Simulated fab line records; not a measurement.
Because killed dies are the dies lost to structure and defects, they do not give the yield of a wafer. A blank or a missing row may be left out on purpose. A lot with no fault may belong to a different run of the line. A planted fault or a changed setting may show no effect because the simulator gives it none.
Commonality check across tools ; flow sky130 ; 12 lots and 36 wafers in the sample

REASON FOR OPENING
Flagged at SKY_SD_P_CD_MEAS_07: reading cd nm, on 1 of 12 lots. No-fault wafers: 381.2 nm, standard deviation 2.6.
Rule: a lot gets a flag if all its wafers with a number sit over 4 standard deviations from that mean, or if no wafer of it has a number. The rest of the lots are taken to be sound.

lot;measured;on;cd nm (nm), wafer by wafer;flag
L476;day 26 23:56;cd sem-02;383.1 380.8 381.7;
L478;day 28 00:07;cd sem-02;379.9 379.1 378.7;
L477;day 28 01:21;cd sem-02;379.5 380.0 380.9;
L481;day 29 00:47;cd sem-02;380.7 382.2 380.7;
L488;day 31 00:33;cd sem-02;405.9 408.5 408.4;FLAGGED
L485;day 31 01:05;cd sem-01;385.9 387.1 388.7;
L486;day 31 01:23;cd sem-02;378.5 382.0 381.0;
L494;day 32 00:08;cd sem-01;379.5 378.0 381.1;
L495;day 32 08:13;cd sem-01;383.0 380.8 379.9;
L496;day 32 21:24;cd sem-02;381.4 383.9 384.0;
L497;day 33 01:57;cd sem-01;381.4 380.3 382.1;
L498;day 33 06:00;cd sem-02;379.9 378.6 382.6;
The numbers of the flagged lots are 407.6 nm on average: +26.4 nm against the usual, or +10 standard deviations.

TOOL THAT RAN EACH LOT
2 process steps preceding the reading are held in the record, out of 708 steps in the route. Read each cell as the tool, then ch plus the chambers that the sampled wafers visited, then the start.
lot;flag;SKY_LDD_HVN_STRIP_09;SKY_SD_P_EXPOSE_04
L476;;plasma asher-03 ch 0,1, day 21 20:47;iline stepper-01 ch 0, day 26 09:16
L478;;plasma asher-04 ch 0,1, day 23 00:08;iline stepper-02 ch 0, day 27 09:44
L477;;plasma asher-03 ch 0,1, day 23 00:44;iline stepper-02 ch 0, day 27 11:02
L481;;plasma asher-01 ch 0,1, day 24 04:08;iline stepper-02 ch 0, day 28 12:04
L488;FLAGGED;plasma asher-01 ch 0,1, day 25 04:38;iline stepper-01 ch 0, day 30 11:07
L485;;plasma asher-03 ch 0,1, day 25 02:52;iline stepper-01 ch 0, day 30 11:29
L486;;plasma asher-04 ch 0,1, day 25 03:28;iline stepper-01 ch 0, day 30 11:38
L494;;plasma asher-03 ch 0,1, day 27 06:56;iline stepper-02 ch 0, day 31 10:53
L495;;plasma asher-04 ch 0,1, day 27 12:11;iline stepper-01 ch 0, day 31 17:53
L496;;plasma asher-03 ch 0,1, day 28 02:14;iline stepper-01 ch 0, day 32 08:08
L497;;plasma asher-01 ch 0,1, day 28 06:29;iline stepper-01 ch 0, day 32 13:51
L498;;plasma asher-01 ch 0,1, day 28 11:02;iline stepper-01 ch 0, day 32 18:30
What is done by these steps:
- SKY_LDD_HVN_STRIP_09: strips in O2/N2.
- SKY_SD_P_EXPOSE_04: exposes mask PSDM, target cd 380 nm.
- SKY_SD_P_CD_MEAS_07: target cd 380 nm.

FLAGGED AGAINST TOTAL, ONE TOOL AT A TIME (gauges that did the reading follow at the end)
step;tool;lots run;flagged;share of the flagged lots;sound lots run after its first flagged lot
SKY_LDD_HVN_STRIP_09;plasma asher-01;4;1;all;2 (L497,L498)
SKY_LDD_HVN_STRIP_09;plasma asher-03;5;0;none;-
SKY_LDD_HVN_STRIP_09;plasma asher-04;3;0;none;-
SKY_SD_P_EXPOSE_04;iline stepper-01;8;1;all;6 (L485,L486,L495,L496,L497,L498)
SKY_SD_P_EXPOSE_04;iline stepper-02;4;0;none;-
SKY_SD_P_CD_MEAS_07;cd sem-01;4;0;none;-
SKY_SD_P_CD_MEAS_07;cd sem-02;8;1;all;3 (L486,L496,L498)

WHAT THE TABLE PERMITS
plasma asher-01 at SKY_LDD_HVN_STRIP_09, iline stepper-01 at SKY_SD_P_EXPOSE_04 and cd sem-02 at SKY_SD_P_CD_MEAS_07: these 3 rows of the table ran every flagged lot.
- plasma asher-01 at SKY_LDD_HVN_STRIP_09 ran 4 lots, 1 of them flagged. Lots that were sound ran on it after the first flagged one (L497, L498); a persistent fault on the entire tool would not allow that.
- iline stepper-01 at SKY_SD_P_EXPOSE_04 ran 8 lots, 1 of them flagged. Lots that were sound ran on it after the first flagged one (L485, L486, L495, L496, L497, L498); a persistent fault on the entire tool would not allow that.
- cd sem-02 at SKY_SD_P_CD_MEAS_07 ran 8 lots, 1 of them flagged. Lots that were sound ran on it after the first flagged one (L486, L496, L498); a persistent fault on the entire tool would not allow that.
No row of the table ran every flagged lot and no sound lot after the first.

WHAT WAS PUT IN BY THE SIMULATOR
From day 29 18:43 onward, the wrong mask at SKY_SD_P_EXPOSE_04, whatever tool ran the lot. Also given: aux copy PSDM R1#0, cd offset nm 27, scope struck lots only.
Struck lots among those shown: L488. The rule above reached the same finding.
